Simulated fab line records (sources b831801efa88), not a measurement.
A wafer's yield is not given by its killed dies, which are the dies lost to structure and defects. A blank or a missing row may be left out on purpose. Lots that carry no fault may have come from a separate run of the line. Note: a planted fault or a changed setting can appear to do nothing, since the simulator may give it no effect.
Which of the tools did it? -- flow sfq_line -- 45 wafers sampled from 15 lots at 1 step of a route of 325

== WHAT THE GAUGES SHOWED, per wafer ==
No reading from a measuring or inspecting step in the record can be judged against a usual standard deviation.

== WHAT TOOL EACH LOT RAN ON (gives the tool, then ch and the chambers of the sampled wafers, and finally the start) ==
lot,SFQ_TRILAYER_I3_METRO_MEASURE_083
L862,"film_metro-01, day 38 10:03"
L863,"film_metro-01, day 38 20:39"
L864,"film_metro-04, day 44 11:11"
L865,"film_metro-04, day 44 14:11"
L866,"film_metro-02, day 44 23:32"
L867,"film_metro-01, day 45 02:08"
L868,"film_metro-01, day 45 08:11"
L869,"film_metro-04, day 45 14:11"
L875,"film_metro-02, day 47 00:11"
L879,"film_metro-02, day 48 00:11"
L880,"film_metro-02, day 51 15:37"
L881,"film_metro-02, day 52 02:25"
L882,"film_metro-01, day 52 09:25"
L883,"film_metro-01, day 52 16:49"
L885,"film_metro-04, day 53 03:25"
- SFQ_TRILAYER_I3_METRO_MEASURE_083

== AS READ BY THE TOOLS THEMSELVES (means over the sampled wafers that have a number; for cases with no such wafer, the mark the record gives instead) ==
SFQ_TRILAYER_I3_METRO_MEASURE_083.
lot,tool,thk_nm (nm)
L862,film_metro-01,198.9
L863,film_metro-01,199.6
L864,film_metro-04,201.8
L865,film_metro-04,200.2
L866,film_metro-02,201.2
L867,film_metro-01,200.5
L868,film_metro-01,200.1
L869,film_metro-04,200.3
L875,film_metro-02,203.5
L879,film_metro-02,205.1
L880,film_metro-02,204.0
L881,film_metro-02,203.9
L882,film_metro-01,198.7
L883,film_metro-01,198.9
L885,film_metro-04,199.2

== THE ANSWER, worked out from the rows above alone ==
Rule: the usual values come from the lots themselves. Put in order of their means at a reading, lots are off if they are a third of the lots or fewer, leave a main group of 4 or more, and stand apart from it by a gap of 3 or more times the standard deviation of the main group's means; of several such gaps the widest counts. The tables above print the reading to a certain number of digits; a main group whose means all agree to those digits is not used. A lot without any number at a reading at which 4 lots or more have one is off too. Where the step has rows for the other lots, those lots are counted as sound. After the gauges, taken in route order, come the tools' own readings; for these a lot's mean is taken, as printed above. The first step at which some lot is off is used, and at that step the reading that is off furthest; a lot without a number counts as furthest.
Nothing can be told from this: no lot is off at any reading shown.

== WHAT HAD BEEN PUT IN BY THE SIMULATOR ==
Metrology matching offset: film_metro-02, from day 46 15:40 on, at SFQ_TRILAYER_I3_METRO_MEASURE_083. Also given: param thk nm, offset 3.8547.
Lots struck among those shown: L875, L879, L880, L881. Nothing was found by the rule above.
